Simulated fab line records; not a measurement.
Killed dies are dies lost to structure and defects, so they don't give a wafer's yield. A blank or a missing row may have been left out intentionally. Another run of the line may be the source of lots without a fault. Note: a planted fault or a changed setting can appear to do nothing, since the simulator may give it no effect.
Problem report in the 8D (eight disciplines) form, filled by code :: flow gf180mcu :: the parts of the form that need people (team, actions taken, sign-off) are left out

1. PROBLEM STATEMENT
GF_V1_DEVELOP_13, developer-temp-C: mean 20.09 C on 3 wafers (1 lot); fault-free wafers 20.98 C, standard deviation 0.11. Measured from the usual mean, that is -8.1 standard deviations.
The step: develop time 60 s.
Seen first at day 24 21:10 on litho-track-02, wafer L164.1. Wafers with a number at this step in the record: 39, from 13 lots. Rule for "out" (also "out of limits"): further than 4 standard deviations from the usual mean. Any other wafer with a number is counted as sound.

2. WHAT THIS IS AND IS NOT
question: which readings at this step
is: developer-temp-C
is not: -

question: which lots
is: L164
is not: L145, L147, L149, L150, L152, L153, L155, L156, L159, L160, L167, L168

question: which wafers of those lots
is: all that have a number
is not: -

question: read on which tools
is: litho-track-02
is not: litho-track-01, litho-track-03

question: when
is: from day 24 21:10
is not: up to then (30 sound wafers); but 6 sound wafers of L167, L168 came after

3. THE SUSPECTS, EACH WITH WHAT RULES IT OUT
Counting: a tool stays on the suspect list if, at a process step up to the reading, it processed all lots that are out and no sound lot following the first of them.
- plasma-asher-04 at GF_M1_STRIP_17 (strips in O2/N2): kept. It ran the lot that is out, L164 (day 23 21:39), and no sound lot after that.
- litho-track-02 at GF_V1_DEVELOP_13 (develop time 60 s): kept. It ran the lot that is out, L164 (day 24 21:10), and no sound lot after that; its last sound lot up to then is L159 (day 23 11:32). On those wafers its own readings are out: developer-temp-C.
After counting, plasma-asher-04 at GF_M1_STRIP_17 and litho-track-02 at GF_V1_DEVELOP_13 remain.

4. THE CAUSE (what the simulator had put in)
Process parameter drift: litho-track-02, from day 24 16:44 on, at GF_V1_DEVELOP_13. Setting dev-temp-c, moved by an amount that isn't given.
2 suspects survive the count, and this tool is in that group.

5. THE CHAIN OF EFFECTS, in route order
Rows list readings where the struck wafers' mean (over those with a number) sits beyond 3 standard deviations from the usual. Readings are gone through only where the record gives a usual standard deviation; hours: the median, over the lots, of the time from a lot's start at the first step in this table giving one to that lot's start at this step; sigmas: the change measured in usual standard deviations.
hours: 0
step: GF_V1_DEVELOP_13
reading: developer-temp-C
usual: 20.98 C
on struck wafers: 20.09
change: -0.89
sigmas: -8.1
Here are the process steps it includes:
- GF_V1_DEVELOP_13: develop time 60 s.

6. WHAT WOULD HAVE CAUGHT IT SOONER
The fault began at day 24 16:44; the first out-of-limits reading in this record came at day 24 21:10, 4 hours later.
